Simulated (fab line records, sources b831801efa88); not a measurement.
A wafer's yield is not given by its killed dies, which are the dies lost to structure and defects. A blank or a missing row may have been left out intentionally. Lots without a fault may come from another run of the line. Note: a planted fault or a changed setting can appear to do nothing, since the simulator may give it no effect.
fab line records ; flow sky130
record lots=6; wafers=18; lastDay=50
route steps=708 shown LDD_LDN@294 SPACER@304 POLY_CUT@307 PAD_OPEN@708
lots with no fault: from the same line, run without faults
startH: the number of hours between the record's first day and the start of the first shown wafer of the lot ; waitH: hours elapsed since this lot's preceding step ; " identical to the entry in the row above ; L1.1+2: several wafers, shown together as one row ; - either no value or no given start ; * or withheld: withheld ; < > ~ a bound
route shown NAME@n: a module of which the file shows steps, and the number in the route of the first ; usual: mean/standard deviation of fault-free wafers ; same: alike in all rows ; chamber/n: place in a boat ; sites: readings site by site ; _std_site: their standard deviation ; _edge_site: mean of outer sites minus mean of inner sites ; radiusMm: for every site, how far away it sits from the centre of the wafer ; mask NAME#n: copy n ; behind: the last tool/chamber to shape the wafer ; hold: why the lot was held/for how many hours/how that ended ; device: the n, p or np transistor that did not switch ; end of line: tests of these same wafers at the route's end ; for a step that has no rows: nothing shown but its recipe ; killed: count of dies lost to structure and defects at first sort (not the wafer's yield) ; map: a wafer's dies, marking killed ones x, the rest . and places with no die _
set.NAME: the run value of the setting; set.NAME@STEP: its run value at that earlier step ; model.NAME: the simulator's own value behind a step, which no gauge read
certain route steps with their lots: each step a table, each wafer a row
services: from which hour (startH, from the record's first day; less than 0 if before it) a tool's chamber was out of use, for how many hours, and why
## steps
# step SKY_LDD_LDN_PEB_05
# recipe tempC=withheld; timeS=*; resist=NOVOLAK
# step SKY_LDD_LDN_DEVELOP_06
# recipe resist=NOVOLAK; developer=TMAH; developTimeS=60; devTempC=23
# step SKY_LDD_LDN_OVL_MEAS_07
# usual LDD_LDN_OVL=-0.3/1.3
lot.wafer;tool;chamber;startH;waitH;LDD_LDN_OVL[nm]
L437.1;overlay-02;-;591.26;0.1;0.5
L437.3;overlay-02;-;591.26;0.1;0.9
L437.5;overlay-02;-;591.26;0.1;-0.9
L439.2;overlay-02;-;605.12;0.1;-0.7
L439.5;overlay-02;-;605.12;0.1;-3.4
L439.6;overlay-02;-;605.12;0.1;-2.6
L445.1;overlay-01;-;649.01;0.1;-1.0
L445.4;overlay-01;-;649.01;0.1;-1.7
L445.5;overlay-01;-;649.01;0.1;-1.7
L447.2;overlay-02;-;666.62;0.1;-2.1
L447.4;overlay-02;-;666.62;0.1;0.3
L447.5;overlay-02;-;666.62;0.1;0.8
L451.1;overlay-02;-;702.28;0.1;1.8
L451.3;overlay-02;-;702.28;0.1;1.3
L451.4;overlay-02;-;702.28;0.1;1.5
L453.1;overlay-02;-;709.68;0.1;-0.3
L453.2;overlay-02;-;709.68;0.1;-0.8
L453.6;overlay-02;-;709.68;0.1;-1.0
# step SKY_LDD_LDN_IMPLANT_08
# recipe species=As; energyKev=15; doseCm2=1.25e+13; tiltDeg=withheld; rotationDeg=23
# step SKY_LDD_LDN_IMPLANT_09
# recipe species=As; energyKev=15; doseCm2=1.25e+13; tiltDeg=withheld; rotationDeg=113
# step SKY_LDD_LDN_IMPLANT_10
# recipe species=As; energyKev=15; doseCm2=1.25e+13; tiltDeg=withheld; rotationDeg=203
# step SKY_LDD_LDN_IMPLANT_11
# recipe species=As; energyKev=15; doseCm2=1.25e+13; tiltDeg=withheld; rotationDeg=293
# step SKY_LDD_LDN_STRIP_12
# recipe chemistry=O2/N2; powerW=1400; pressureMtorr=1500; platenTempC=withheld; o2FlowSccm=3000; n2FlowSccm=300; overashFraction=0.5
# usual drypumpMotorCurrentA=5.5/0.43; oesProductAu=0.715/0.0047; stripTimeToEndpointS=14.17/0.044
lot.wafer;tool;chamber;startH;waitH;drypumpMotorCurrentA;oesProductAu;rfHoursCounterH;stripTimeToEndpointS
L437.1;plasmaAsher-04;0;591.89;0.1;5.2;0.705;69;14.09
L437.3;plasmaAsher-04;1;591.89;0.1;5.2;0.720;-;14.11
L437.5;plasmaAsher-04;0;591.89;0.1;5.2;0.710;-;14.13
L439.2;plasmaAsher-04;0;605.75;0.1;5.2;0.703;71;14.25
L439.5;plasmaAsher-04;1;605.75;0.1;5.2;0.713;-;14.24
L439.6;plasmaAsher-04;0;605.75;0.1;5.2;0.715;-;14.24
L445.1;plasmaAsher-02;1;649.64;0.1;5.4;0.716;93;14.13
L445.4;plasmaAsher-02;0;649.64;0.1;5.7;0.712;-;14.20
L445.5;plasmaAsher-02;0;649.64;0.1;5.7;0.707;-;14.18
L447.2;plasmaAsher-04;0;667.25;0.1;5.2;0.725;77;14.19
L447.4;plasmaAsher-04;0;667.25;0.1;5.2;0.711;-;14.22
L447.5;plasmaAsher-04;0;667.25;0.1;5.2;0.711;-;14.16
L451.1;plasmaAsher-04;0;702.92;0.1;5.2;0.709;81;14.20
L451.3;plasmaAsher-04;1;702.92;0.1;5.2;0.724;-;14.20
L451.4;plasmaAsher-04;0;702.92;0.1;5.3;0.719;-;14.21
L453.1;plasmaAsher-03;0;710.32;0.1;5.8;0.711;62;14.23
L453.2;plasmaAsher-03;1;710.32;0.1;6.7;0.719;62;14.23
L453.6;plasmaAsher-03;1;710.32;0.1;6.7;0.711;-;14.19
# step SKY_LDD_LDN_TW_MEAS_13
# usual LDD_LDN_TW=1488/8.6
lot.wafer;tool;chamber;startH;waitH;LDD_LDN_TW
L437.1;filmMetro-03;-;591.99;0.1;1483
L437.3;filmMetro-03;-;591.99;0.1;1485
L437.5;filmMetro-03;-;591.99;0.1;1487
L439.2;filmMetro-04;-;605.86;0.1;1506
L439.5;filmMetro-04;-;605.86;0.1;1504
L439.6;filmMetro-04;-;605.86;0.1;1503
L445.1;filmMetro-01;-;649.74;0.1;1481
L445.4;filmMetro-01;-;649.74;0.1;1472
L445.5;filmMetro-01;-;649.74;0.1;1483
L447.2;filmMetro-04;-;667.36;0.1;1494
L447.4;filmMetro-04;-;667.36;0.1;1494
L447.5;filmMetro-04;-;667.36;0.1;1482
L451.1;filmMetro-04;-;703.02;0.1;1494
L451.3;filmMetro-04;-;703.02;0.1;1495
L451.4;filmMetro-04;-;703.02;0.1;1489
L453.1;filmMetro-01;-;710.42;0.1;1479
L453.2;filmMetro-01;-;710.42;0.1;1484
L453.6;filmMetro-01;-;710.42;0.1;1473
# step SKY_LDD_LDN_CLEAN_14
# recipe chemistry=SC1/SC2; mix=1:4:20; tempC=70; timeS=150; dry=n2Spin
# step SKY_SPACER_CVD_00
# recipe material=Si3N4; precursor=DCS/NH3; targetThkNm=43.1; tempC=770; timeS=740; pressureMtorr=250
# step SKY_SPACER_THK_MEAS_01
# recipe reads=Si3N4_of_SPACER_CVD_00
# usual SPACER_CVD_00_THK=43.1/0.39
lot.wafer;tool;chamber;startH;waitH;SPACER_CVD_00_THK[nm]
L437.1;filmMetro-03;-;593.31;0.0;42.5
L437.3;filmMetro-03;-;593.31;0.0;42.8
L437.5;filmMetro-03;-;593.31;0.0;42.6
L439.2;filmMetro-04;-;608.19;0.0;43.5
L439.5;filmMetro-04;-;608.19;0.0;43.0
L439.6;filmMetro-04;-;608.19;0.0;43.4
L445.1;filmMetro-02;-;651.06;0.0;43.7
L445.4;filmMetro-02;-;651.06;0.0;43.4
L445.5;filmMetro-02;-;651.06;0.0;43.5
L447.2;filmMetro-03;-;668.81;0.0;42.9
L447.4;filmMetro-03;-;668.81;0.0;42.5
L447.5;filmMetro-03;-;668.81;0.0;42.5
L451.1;filmMetro-02;-;705.00;0.0;43.3
L451.3;filmMetro-02;-;705.00;0.0;43.0
L451.4;filmMetro-02;-;705.00;0.0;43.3
L453.1;filmMetro-04;-;712.15;0.0;43.7
L453.2;filmMetro-04;-;712.15;0.0;43.4
L453.6;filmMetro-04;-;712.15;0.0;43.5
# step SKY_SPACER_ETCHBACK_02
# recipe chemistry=CH3F/O2; target=Si3N4; stopOn=SiO2; sourceW=400; biasW=80; pressureMtorr=25; ch3fFlowSccm=40; O2_flow_sccm=30; timeS=46.7; targetDepthA=450
# usual drypumpMotorCurrentA=5.7/0.46; oesProductAu=0.855/0.0058; rfFwdPowerW=395.6/1.5; throttleValvePct=10.562/0.0093
# same timeS=46.7
lot.wafer;tool;chamber;startH;waitH;drypumpMotorCurrentA;oesProductAu;rfFwdPowerW;rfHoursCounterH;throttleValvePct;model.SiO2_of_SONOS_ONO_CVD_04.thkNm
L437.1;rieDiel-01;3;593.37;0.1;5.8;0.838;395.8;34;10.577;4.022
L437.3;rieDiel-01;1;593.37;0.1;6.0;0.844;393.0;16;10.548;4.074
L437.5;rieDiel-01;1;593.37;0.1;6.0;0.858;395.3;-;10.546;4.054
L439.2;rieDiel-04;3;608.24;0.0;4.9;0.860;395.7;5;10.563;3.899
L439.5;rieDiel-04;2;608.24;0.0;6.3;0.855;397.8;-;10.579;3.783
L439.6;rieDiel-04;3;608.24;0.0;4.9;0.864;395.5;-;10.563;3.894
L445.1;rieDiel-04;3;651.12;0.1;4.9;0.857;395.6;6;10.562;1.985
L445.4;rieDiel-04;2;651.12;0.1;6.3;0.853;395.8;5;10.577;2.041
L445.5;rieDiel-04;0;651.12;0.1;5.0;0.858;398.4;-;10.562;2.13
L447.2;rieDiel-04;1;668.86;0.0;5.5;0.863;394.2;5;10.557;2.168
L447.4;rieDiel-04;0;668.86;0.0;5.0;0.858;398.0;14;10.550;2.193
L447.5;rieDiel-04;0;668.86;0.0;5.0;0.848;397.6;-;10.568;2.218
L451.1;rieDiel-01;3;705.06;0.1;5.8;0.853;395.0;37;10.554;4.066
L451.3;rieDiel-01;1;705.06;0.1;6.0;0.845;394.1;19;10.582;4.019
L451.4;rieDiel-01;3;705.06;0.1;5.8;0.863;394.9;-;10.555;4.095
L453.1;rieDiel-03;0;712.21;0.1;5.7;0.861;395.5;16;10.558;4.273
L453.2;rieDiel-03;3;712.21;0.1;5.9;0.852;395.8;10;10.565;4.323
L453.6;rieDiel-03;0;712.21;0.1;5.6;0.849;395.4;-;10.554;4.219
# step SKY_POLY_CUT_DEHYDRATE_00
# recipe tempC=200; timeS=60
# step SKY_POLY_CUT_HMDS_01
# recipe primeTimeS=60; primeTempC=120
# step SKY_POLY_CUT_COAT_02
# recipe resist=BARC; tempC=withheld; timeS=withheld; spinRpm=3000; resistThkNm=60
# step SKY_POLY_CUT_COAT_03
# recipe resist=KrF-thick; spinRpm=3000; resistThkNm=450
# step SKY_POLY_CUT_SOFTBAKE_04
# recipe tempC=100; timeS=90; resist=KrF-thick
# step SKY_POLY_CUT_EXPOSE_05
# recipe maskId=NPCM; na=0.8; sourceShape=annular; sigmaInner=0.55; sigmaOuter=0.85; targetCdNm=270; doseMj=32
# step SKY_POLY_CUT_PEB_06
# recipe pebTempC=withheld; pebTimeS=withheld; resist=KrF-thick
# step SKY_POLY_CUT_DEVELOP_07
# recipe developTimeS=60; resist=KrF-thick; devTempC=21
# step SKY_POLY_CUT_CD_MEAS_08
# recipe targetCdNm=270
# usual cdNm=270.5/1.6
lot.wafer;tool;chamber;startH;waitH;cdNm
L437.1;cdSem-02;-;622.61;-;273.7
L437.3;cdSem-02;-;622.61;-;271.6
L437.5;cdSem-02;-;622.61;-;272.8
L439.2;cdSem-02;-;637.38;-;272.6
L439.5;cdSem-02;-;637.38;-;273.0
L439.6;cdSem-02;-;637.38;-;273.6
L445.1;cdSem-01;-;679.83;-;270.3
L445.4;cdSem-01;-;679.83;-;269.7
L445.5;cdSem-01;-;679.83;-;269.2
L447.2;cdSem-01;-;696.43;-;271.0
L447.4;cdSem-01;-;696.43;-;271.8
L447.5;cdSem-01;-;696.43;-;269.9
L451.1;cdSem-02;-;733.61;-;269.1
L451.3;cdSem-02;-;733.61;-;270.7
L451.4;cdSem-02;-;733.61;-;270.4
L453.1;cdSem-01;-;739.11;-;270.0
L453.2;cdSem-01;-;739.11;-;269.5
L453.6;cdSem-01;-;739.11;-;270.3
# step SKY_POLY_CUT_OVL_MEAS_09
# usual POLY_CUT_OVL=2/5
lot.wafer;tool;chamber;startH;waitH;POLY_CUT_OVL[nm]
L437.1;overlay-02;-;622.73;0.1;3
L437.3;overlay-02;-;622.73;0.1;4
L437.5;overlay-02;-;622.73;0.1;5
L439.2;overlay-01;-;637.49;0.1;7
L439.5;overlay-01;-;637.49;0.1;7
L439.6;overlay-01;-;637.49;0.1;9
L445.1;overlay-01;-;679.95;0.1;-4
L445.4;overlay-01;-;679.95;0.1;0
L445.5;overlay-01;-;679.95;0.1;-6
L447.2;overlay-02;-;696.54;0.1;-7
L447.4;overlay-02;-;696.54;0.1;-8
L447.5;overlay-02;-;696.54;0.1;-7
L451.1;overlay-01;-;733.73;0.1;-3
L451.3;overlay-01;-;733.73;0.1;5
L451.4;overlay-01;-;733.73;0.1;0
L453.1;overlay-02;-;739.23;0.1;2
L453.2;overlay-02;-;739.23;0.1;3
L453.6;overlay-02;-;739.23;0.1;4
# step SKY_POLY_CUT_ETCH_10
# recipe chemistry=N2/H2; target=BARC; ionEnergyEv=200; sourceW=500; biasW=100; pressureMtorr=30; n2FlowSccm=100; h2FlowSccm=200; stopOn=SiO2; timeS=45.9; targetDepthA=600
# usual drypumpMotorCurrentA=5.9/0.4; oesProductAu=0.855/0.005; rfFwdPowerW=494.5/2; throttleValvePct=13.226/0.0093
# same timeS=45.9
lot.wafer;tool;chamber;startH;waitH;drypumpMotorCurrentA;oesProductAu;rfFwdPowerW;rfHoursCounterH;throttleValvePct
L437.1;rieDiel-01;3;622.76;0.0;5.8;0.850;495.7;35;13.228
L437.3;rieDiel-01;1;622.76;0.0;6.0;0.851;491.5;17;13.242
L437.5;rieDiel-01;2;622.76;0.0;5.6;0.852;495.6;-;13.235
L439.2;rieDiel-02;1;637.52;0.0;6.3;0.859;496.6;41;13.225
L439.5;rieDiel-02;1;637.52;0.0;6.4;0.858;495.4;-;13.223
L439.6;rieDiel-02;2;637.52;0.0;6.4;0.856;498.9;-;13.221
L445.1;rieDiel-02;0;679.99;0.0;5.2;0.855;492.1;10;13.221
L445.4;rieDiel-02;3;679.99;0.0;5.9;0.861;494.0;5;13.216
L445.5;rieDiel-02;3;679.99;0.0;5.9;0.851;494.4;-;13.232
L447.2;rieDiel-02;0;696.57;0.0;5.2;0.849;493.8;11;13.219
L447.4;rieDiel-02;2;696.57;0.0;6.5;0.851;497.7;17;13.216
L447.5;rieDiel-02;3;696.57;0.0;5.9;0.857;495.2;-;13.233
L451.1;rieDiel-04;3;733.77;0.0;4.9;0.852;495.6;8;13.240
L451.3;rieDiel-04;2;733.77;0.0;6.4;0.857;495.3;7;13.230
L451.4;rieDiel-04;1;733.77;0.0;5.5;0.857;495.9;6;13.218
L453.1;rieDiel-01;3;739.27;0.0;5.8;0.856;497.2;38;13.225
L453.2;rieDiel-01;2;739.27;0.0;5.6;0.862;497.5;30;13.233
L453.6;rieDiel-01;1;739.27;0.0;5.9;0.854;492.8;-;13.226
# step SKY_POLY_CUT_ETCH_11
# recipe target=Si3N4; chemistry=CF4/CH2F2/Ar; stopOn=poly-Si; sourceW=600; biasW=150; pressureMtorr=40; cf4FlowSccm=40; ch2f2FlowSccm=20; Ar_flow_sccm=150; timeS=42.5; targetDepthA=600
# usual cf4FlowSccm=39.99/0.13; ch2f2FlowSccm=20.00/0.06; drypumpMotorCurrentA=5.9/0.4; oesProductAu=0.830/0.0062; rfFwdPowerW=593.0/2.6; throttleValvePct=14.993/0.0096
# same timeS=42.5
lot.wafer;tool;chamber;startH;waitH;cf4FlowSccm;ch2f2FlowSccm;drypumpMotorCurrentA;oesProductAu;rfFwdPowerW;rfHoursCounterH;throttleValvePct;model.etch.depthNm;model.POLY_CUT.featureDepthNm
L437.1;rieDiel-01;3;622.80;0.0;39.83;20.01;5.8;0.836;593.6;35;15.011;62.3;62.3
L437.3;rieDiel-01;1;622.80;0.0;40.07;19.99;6.0;0.836;590.5;17;14.987;62.12;62.12
L437.5;rieDiel-01;2;622.80;0.0;40.00;20.04;5.6;0.825;593.3;-;14.980;61.88;61.88
L439.2;rieDiel-02;1;637.56;0.0;39.97;19.96;6.3;0.830;592.4;41;14.989;62.86;62.86
L439.5;rieDiel-02;1;637.56;0.0;40.09;20.04;6.4;0.832;597.0;-;14.994;62.4;62.4
L439.6;rieDiel-02;2;637.56;0.0;39.96;20.04;6.5;0.835;595.1;-;14.999;62.92;62.92
L445.1;rieDiel-02;0;680.03;0.0;40.04;19.98;5.3;0.782;592.1;10;14.996;56.1;56.1
L445.4;rieDiel-02;3;680.03;0.0;39.95;20.05;5.9;0.786;593.5;5;14.980;55.75;55.75
L445.5;rieDiel-02;3;680.03;0.0;39.98;20.09;5.9;0.788;595.3;-;15.004;55.98;55.98
L447.2;rieDiel-02;0;696.61;0.0;40.06;20.00;5.3;0.791;594.0;11;14.963;57.01;57.01
L447.4;rieDiel-02;2;696.61;0.0;39.85;19.87;6.4;0.796;597.3;17;14.988;57.46;57.46
L447.5;rieDiel-02;3;696.61;0.0;40.07;20.01;5.9;0.803;589.5;-;14.985;58.18;58.18
L451.1;rieDiel-04;3;733.81;0.0;39.98;19.95;4.8;0.819;592.9;8;15.008;61.59;61.59
L451.3;rieDiel-04;2;733.81;0.0;39.96;19.84;6.3;0.842;592.6;7;14.988;62.59;62.59
L451.4;rieDiel-04;1;733.81;0.0;40.06;20.10;5.5;0.826;590.3;6;15.006;61.82;61.82
L453.1;rieDiel-01;3;739.31;0.0;39.80;19.96;5.8;0.832;594.5;38;14.990;62.63;62.63
L453.2;rieDiel-01;2;739.31;0.0;40.11;20.01;5.6;0.828;592.7;30;15.004;61.62;61.62
L453.6;rieDiel-01;1;739.31;0.0;39.94;20.05;6.0;0.825;590.2;-;14.989;62.29;62.29
# step SKY_POLY_CUT_STRIP_12
# recipe chemistry=O2/N2; powerW=1400; pressureMtorr=1500; platenTempC=withheld; o2FlowSccm=3000; n2FlowSccm=300; overashFraction=0.5
# usual drypumpMotorCurrentA=5.5/0.47; oesProductAu=0.452/0.0042; stripTimeToEndpointS=5.353/0.015
lot.wafer;tool;chamber;startH;waitH;drypumpMotorCurrentA;oesProductAu;rfHoursCounterH;stripTimeToEndpointS
L437.1;plasmaAsher-01;1;622.84;0.0;5.3;0.460;17;5.377
L437.3;plasmaAsher-01;0;622.84;0.0;5.3;0.450;-;5.353
L437.5;plasmaAsher-01;1;622.84;0.0;5.3;0.457;-;5.360
L439.2;plasmaAsher-04;0;637.60;0.0;5.2;0.438;74;5.360
L439.5;plasmaAsher-04;0;637.60;0.0;5.2;0.452;-;5.362
L439.6;plasmaAsher-04;1;637.60;0.0;5.2;0.454;-;5.391
L445.1;plasmaAsher-01;0;680.07;0.0;5.2;0.453;23;5.347
L445.4;plasmaAsher-01;1;680.07;0.0;5.3;0.454;-;5.346
L445.5;plasmaAsher-01;0;680.07;0.0;5.3;0.448;-;5.360
L447.2;plasmaAsher-04;1;696.65;0.0;5.2;0.457;80;5.358
L447.4;plasmaAsher-04;1;696.65;0.0;5.2;0.458;-;5.365
L447.5;plasmaAsher-04;0;696.65;0.0;5.2;0.454;-;5.353
L451.1;plasmaAsher-04;1;733.85;0.0;5.2;0.453;84;5.367
L451.3;plasmaAsher-04;0;733.85;0.0;5.2;0.454;-;5.370
L451.4;plasmaAsher-04;1;733.85;0.0;5.2;0.454;-;5.348
L453.1;plasmaAsher-04;1;739.35;0.0;5.2;0.450;85;5.371
L453.2;plasmaAsher-04;0;739.35;0.0;5.2;0.456;85;5.368
L453.6;plasmaAsher-04;1;739.35;0.0;5.2;0.455;-;5.350
# step SKY_PAD_OPEN_PROBE_99
# usual killed_at_M0_to_M3=45/7.2; killed_at_M4_up=3.0/1.8; killedAtContacts=25/6.1; killedAtFrontEnd=14/4.4; killedAtOther=0.2/0.44; killedDies=88/10; killedOpen=48/7.4; killedShort=40/6.3
# same grossDies=492; killedAtBackSide=0
lot.wafer;tool;chamber;startH;waitH;killed_at_M0_to_M3;killed_at_M4_up;killedAtContacts;killedAtFrontEnd;killedAtOther;killedDies;killedOpen;killedShort;model.etest.pfet_01v8.rOnOhmUm;model.etest.resPdiff.lineOhmUm;model.etest.resNdiff.lineOhmUm;model.etest.nfetG5v0d10v5.rOnOhmUm;model.etest.sonosUncharged.rOnOhmUm;model.etest.pfet_01v8.driveUaUm;model.etest.resPdiff.rsOhmSq;model.etest.pfet_01v8_hvt.driveUaUm
L437.1;prober-01;-;1123.25;0.1;40;1;34;14;0;89;46;43;2832;1344;752.5;1853;807.2;196;193.9;145.9
L437.3;prober-01;-;1123.35;0.2;46;2;22;23;0;93;54;39;2820;1339;742.1;1876;807.7;198.1;195.2;148.1
L437.5;prober-01;-;1123.45;0.2;40;2;43;24;0;109;58;51;2807;1348;756.8;1873;794.1;200;195.3;150.2
L439.2;prober-02;-;1133.30;0.1;42;2;21;18;0;83;49;34;3010;1354;742.3;1875;825;183.1;194.4;137.8
L439.5;prober-02;-;1133.45;0.2;37;2;32;11;1;83;40;43;2890;1347;735.3;1865;799.6;193.4;195.2;144.5
L439.6;prober-02;-;1133.50;0.2;58;2;24;11;0;95;51;44;2914;1362;752;1872;809;190.7;194.7;142.3
L445.1;prober-02;-;1160.90;0.1;50;3;29;6;0;88;45;43;2794;1257;729.9;1865;796.9;200;179.2;149
L445.4;prober-02;-;1161.05;0.2;46;1;22;14;0;83;43;40;2680;1275;745.5;1839;787;213.2;179.6;157.6
L445.5;prober-02;-;1161.10;0.2;53;1;43;14;1;112;68;44;2778;1263;726.5;1842;782.6;202.9;181.2;149.1
L447.2;prober-01;-;1171.70;0.1;51;6;25;14;0;96;53;43;2666;1265;735;1876;792.8;214.3;179.6;160.7
L447.4;prober-01;-;1171.80;0.2;43;2;24;11;0;80;48;32;2646;1304;735.1;1848;786.6;213.7;181.5;162.7
L447.5;prober-01;-;1171.85;0.2;57;0;22;17;0;96;56;40;2648;1278;727.2;1861;796.3;215.4;182.6;162.1
L451.1;prober-02;-;1195.59;0.1;33;8;30;19;0;90;50;40;2969;1363;769.6;1902;810.1;185;194.4;138
L451.3;prober-02;-;1195.69;0.2;51;4;23;14;0;92;55;37;2938;1372;767.9;1920;799.3;188.1;194.3;140.1
L451.4;prober-02;-;1195.74;0.2;48;6;17;12;0;83;42;41;3015;1347;768.7;1915;805.8;183.3;193.8;137.1
L453.1;prober-01;-;1197.56;0.1;46;2;35;13;0;96;51;45;2899;1421;768.8;1919;816.7;194.8;200.2;144.6
L453.2;prober-01;-;1197.61;0.1;42;2;22;19;0;85;48;37;2918;1403;740.8;1929;821.5;189.8;198.7;142.2
L453.6;prober-01;-;1197.81;0.2;45;1;36;15;0;97;49;48;2825;1416;750.6;1893;808.8;200.2;198.7;149.4
# killed by level:class
L437.1 CONTACT:geometricParticle:open=13 CONTACT:geometricParticle:short=9 VIA2:geometricParticle:open=9 VIA3:geometricParticle:open=7 LOCAL_INTERCONNECT:geometricParticle:short=6 VIA1:geometricParticle:short=5 FIELD_ISO:geometricParticle:short=4 LI_CONTACT:geometricParticle:open=4
L437.3 VIA1:geometricParticle:open=12 CONTACT:geometricParticle:open=7 CONTACT:geometricParticle:short=7 VIA2:geometricParticle:open=6 VIA3:geometricParticle:open=6 FIELD_ISO:geometricParticle:open=5 POLY_GATE:geometricParticle:short=5 LI_CONTACT:geometricParticle:open=5
L437.5 LI_CONTACT:geometricParticle:open=11 CONTACT:geometricParticle:open=11 VIA3:geometricParticle:open=10 CONTACT:geometricParticle:short=9 VIA1:geometricParticle:open=9 VIA1:geometricParticle:short=6 LI_CONTACT:geometricParticle:short=5 METAL1:geometricParticle:short=5
L439.2 VIA3:geometricParticle:open=11 CONTACT:geometricParticle:open=8 VIA1:geometricParticle:open=8 POLY_GATE:geometricParticle:open=6 CONTACT:geometricParticle:short=6 METAL1:geometricParticle:short=6 FIELD_ISO:geometricParticle:short=5 VIA2:geometricParticle:open=5
L439.5 CONTACT:geometricParticle:open=11 METAL1:geometricParticle:short=9 CONTACT:geometricParticle:short=8 LI_CONTACT:geometricParticle:open=5 VIA1:geometricParticle:open=5 VIA2:geometricParticle:open=5 VIA3:geometricParticle:open=5 LI_CONTACT:geometricParticle:short=4
L439.6 VIA2:geometricParticle:open=11 VIA1:geometricParticle:open=9 VIA3:geometricParticle:open=9 CONTACT:geometricParticle:short=7 VIA1:geometricParticle:short=7 LI_CONTACT:geometricParticle:open=6 METAL3:geometricParticle:short=6 CONTACT:geometricParticle:open=5
L445.1 VIA1:geometricParticle:open=15 METAL1:geometricParticle:short=13 LI_CONTACT:geometricParticle:open=10 CONTACT:geometricParticle:open=9 CONTACT:geometricParticle:short=7 VIA1:geometricParticle:short=5 VIA2:geometricParticle:short=4 VIA3:geometricParticle:short=4
L445.4 VIA1:geometricParticle:open=16 VIA1:geometricParticle:short=6 VIA3:geometricParticle:open=6 LI_CONTACT:geometricParticle:short=5 LI_CONTACT:geometricParticle:open=5 LOCAL_INTERCONNECT:geometricParticle:short=5 CONTACT:geometricParticle:short=5 POLY_GATE:geometricParticle:open=4
L445.5 CONTACT:geometricParticle:open=21 VIA3:geometricParticle:open=13 METAL1:geometricParticle:short=9 CONTACT:geometricParticle:short=9 VIA1:geometricParticle:open=8 LI_CONTACT:geometricParticle:open=6 VIA2:geometricParticle:open=5 FIELD_ISO:geometricParticle:short=4
L447.2 VIA1:geometricParticle:open=12 CONTACT:geometricParticle:open=10 VIA1:geometricParticle:short=6 LOCAL_INTERCONNECT:geometricParticle:short=5 VIA2:geometricParticle:open=5 METAL1:geometricParticle:open=5 METAL2:geometricParticle:short=5 METAL3:geometricParticle:short=5
L447.4 VIA1:geometricParticle:open=11 CONTACT:geometricParticle:open=9 METAL2:geometricParticle:short=8 POLY_GATE:geometricParticle:open=5 CONTACT:geometricParticle:short=5 LI_CONTACT:geometricParticle:open=5 VIA2:geometricParticle:open=5 FIELD_ISO:geometricParticle:open=4
L447.5 VIA1:geometricParticle:open=12 CONTACT:geometricParticle:short=8 CONTACT:geometricParticle:open=7 VIA3:geometricParticle:open=7 VIA2:geometricParticle:open=7 VIA1:geometricParticle:short=6 VIA2:geometricParticle:short=6 FIELD_ISO:geometricParticle:open=5
L451.1 VIA1:geometricParticle:open=11 CONTACT:geometricParticle:open=10 POLY_GATE:geometricParticle:open=7 LI_CONTACT:geometricParticle:open=6 LOCAL_INTERCONNECT:geometricParticle:short=6 CONTACT:geometricParticle:short=6 VIA3:geometricParticle:open=6 FIELD_ISO:geometricParticle:short=5
L451.3 CONTACT:geometricParticle:open=12 VIA1:geometricParticle:open=11 VIA3:geometricParticle:open=9 METAL3:geometricParticle:short=7 VIA2:geometricParticle:open=6 FIELD_ISO:geometricParticle:open=5 VIA1:geometricParticle:short=5 LI_CONTACT:geometricParticle:open=4
L451.4 VIA3:geometricParticle:open=10 METAL1:geometricParticle:short=7 VIA1:geometricParticle:open=7 METAL2:geometricParticle:short=6 VIA2:geometricParticle:open=6 VIA1:geometricParticle:short=5 CONTACT:geometricParticle:open=5 METAL4:geometricParticle:short=5
L453.1 CONTACT:geometricParticle:open=12 METAL2:geometricParticle:short=9 VIA2:geometricParticle:open=8 CONTACT:geometricParticle:short=7 VIA1:geometricParticle:open=7 VIA3:geometricParticle:open=7 LI_CONTACT:geometricParticle:open=6 LOCAL_INTERCONNECT:geometricParticle:short=6
L453.2 VIA1:geometricParticle:open=13 VIA3:geometricParticle:open=8 LI_CONTACT:geometricParticle:open=7 POLY_GATE:geometricParticle:short=6 POLY_GATE:geometricParticle:open=6 CONTACT:geometricParticle:short=6 FIELD_ISO:geometricParticle:open=4 VIA2:geometricParticle:open=4
L453.6 CONTACT:geometricParticle:open=13 VIA1:geometricParticle:open=11 LOCAL_INTERCONNECT:geometricParticle:short=10 FIELD_ISO:geometricParticle:short=8 CONTACT:geometricParticle:short=6 VIA1:geometricParticle:short=6 VIA2:geometricParticle:open=6 VIA3:geometricParticle:short=5
## services
tool;chamber;startH;hours;kind
rieDiel-02;-;579.36;10.0;pm
rieDiel-02;-;594.19;0.6;repair
rieDiel-01;0;610.54;-;clean
rieDiel-01;0;610.54;18.7;scheduledDown
rieDiel-01;0;610.54;18.7;ventCycle
rieDiel-04;0;619.54;2.6;repair
rieDiel-03;3;637.20;29.0;repair
plasmaAsher-04;-;640.21;1.2;repair
plasmaAsher-04;-;641.40;2.8;pm
rieDiel-03;1;646.40;21.6;repair
rieDiel-03;0;678.72;16.5;repair
rieDiel-01;-;681.04;0.7;repair
rieDiel-04;2;681.67;4.1;repair
rieDiel-01;0;690.94;20.6;repair
rieDiel-01;3;691.37;3.4;repair
rieDiel-04;-;707.94;0.9;repair
rieDiel-04;0;712.58;11.5;repair
plasmaAsher-03;-;719.81;0.5;repair
rieDiel-01;2;721.97;8.9;repair
plasmaAsher-03;-;724.72;9.7;repair
plasmaAsher-02;-;733.75;9.0;pm
plasmaAsher-02;0;733.75;9.0;ventCycle
plasmaAsher-02;1;733.75;9.0;ventCycle
## key
firstSign step=SKY_POLY_CUT_ETCH_11; reading=oesProductAu; direction=down; sigmas=6.3; usual=0.830; struck=0.791
effect none on later readings
modelEffect step=SKY_SPACER_ETCHBACK_02; value=SiO2_of_SONOS_ONO_CVD_04.thkNm; without=4.064; struck=2.123
modelEffect step=SKY_POLY_CUT_ETCH_11; value=etch.depthNm; without=62.12; struck=56.75
modelEffect step=SKY_PAD_OPEN_PROBE_99; value=etest.pfet_01v8.rOnOhmUm; without=2927; struck=2702
metAt SKY_SPACER_ETCHBACK_02
struckWafers L445.1,L445.4,L445.5,L447.2,L447.4,L447.5
testerLeftOut L445,L447
onsetBetween 608.24 651.12
alsoFits SKY_POLY_CUT_ETCH_10:rieDiel-02,SKY_POLY_CUT_ETCH_11:rieDiel-02
fault kind=processParameterDrift; tool=rieDiel-04; chamber=-; onsetH=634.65; steps=SKY_SPACER_ETCHBACK_02; channel=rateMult; offset=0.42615; shape=step; endH=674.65
# testerLeftOut: of these lots the tester's yield and bins aren't shown, on N5 and GAA mostly nor the transistor test; their killed dies are dies lost to structure and defects alone, not to doping, threshold or leakage, so they don't give the yield
